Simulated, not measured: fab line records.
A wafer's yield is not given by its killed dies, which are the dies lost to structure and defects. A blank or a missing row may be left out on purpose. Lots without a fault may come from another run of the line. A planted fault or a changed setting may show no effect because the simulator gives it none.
The same fault as seen by 2 desks ; flow sky130 ; what lay behind the numbers comes last; until then each desk has only its own

## THE METROLOGY DESK
What the gauges read for every lot (on any tool): the sampled wafers with a number, averaged. The brackets show how far a lot's mean lies from the usual mean; more than 4 standard deviations puts the lot out of limits, marked OUT.
Columns: A = cd_nm at SKY_METAL3_CD_MEAS_13, usual 299.9 nm; B = METAL3_OVL at SKY_METAL3_OVL_MEAS_14, usual -2 nm
lot;first seen here;A;B
L491;day 39 01:14;299.9;-4
L497;day 41 07:15;300.4;3
L502;day 43 02:33;299.9;-7
L501;day 43 09:04;299.4;-1
L506;day 43 22:29;300.7;-2
L508;day 44 03:25;298.3;1
Finding of this desk: none of the 6 lots has anything out of limits.

## THE TOOL OWNER'S DESK: rie_metal-03
The tool's own readings at SKY_METAL3_METAL_ETCH_18 (etches the open film in Cl2/BCl3, stops on SiO2, target depth 845 nm, time 183.1 s): means of the sampled wafers that have a number, for each lot that ran on this tool. The brackets show how far a lot's mean lies from the usual mean; more than 4 standard deviations puts the lot out of limits, marked OUT.
Columns: A = drypump_motor_current_A at SKY_METAL3_METAL_ETCH_18, usual 5.6 A; B = oes_product_au at SKY_METAL3_METAL_ETCH_18, usual 0.867 a.u.; C = throttle_valve_pct at SKY_METAL3_METAL_ETCH_18, usual 22.264 %
lot;first seen here;A;B;C
L497;day 41 07:32;5.4;0.872;22.254
L502;day 43 02:50;5.0;0.893 (+4.0) OUT;22.274
L501;day 43 09:23;5.2;0.873;22.272
This desk finds L502 out of limits, L502 being first, at day 43 02:50 (oes_product_au at SKY_METAL3_METAL_ETCH_18). In limits: L497, L501.

## BROUGHT TOGETHER
An alarm could have come from the tool owner's desk at day 43 02:50, on L502.
Metrology desk: nothing out of limits seen.
The metrology desk holds a record of L502, inside its limits.
The lots listed all ran SKY_METAL3_METAL_ETCH_18 on rie_metal-03.

## WHAT WAS PUT IN BY THE SIMULATOR
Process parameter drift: rie_metal-03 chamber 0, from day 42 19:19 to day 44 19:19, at SKY_METAL3_METAL_ETCH_18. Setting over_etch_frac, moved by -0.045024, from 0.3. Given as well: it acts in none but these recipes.
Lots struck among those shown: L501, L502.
Time in hours from fault onset to the first out-of-limits reading at each desk: the tool owner's desk, 8.
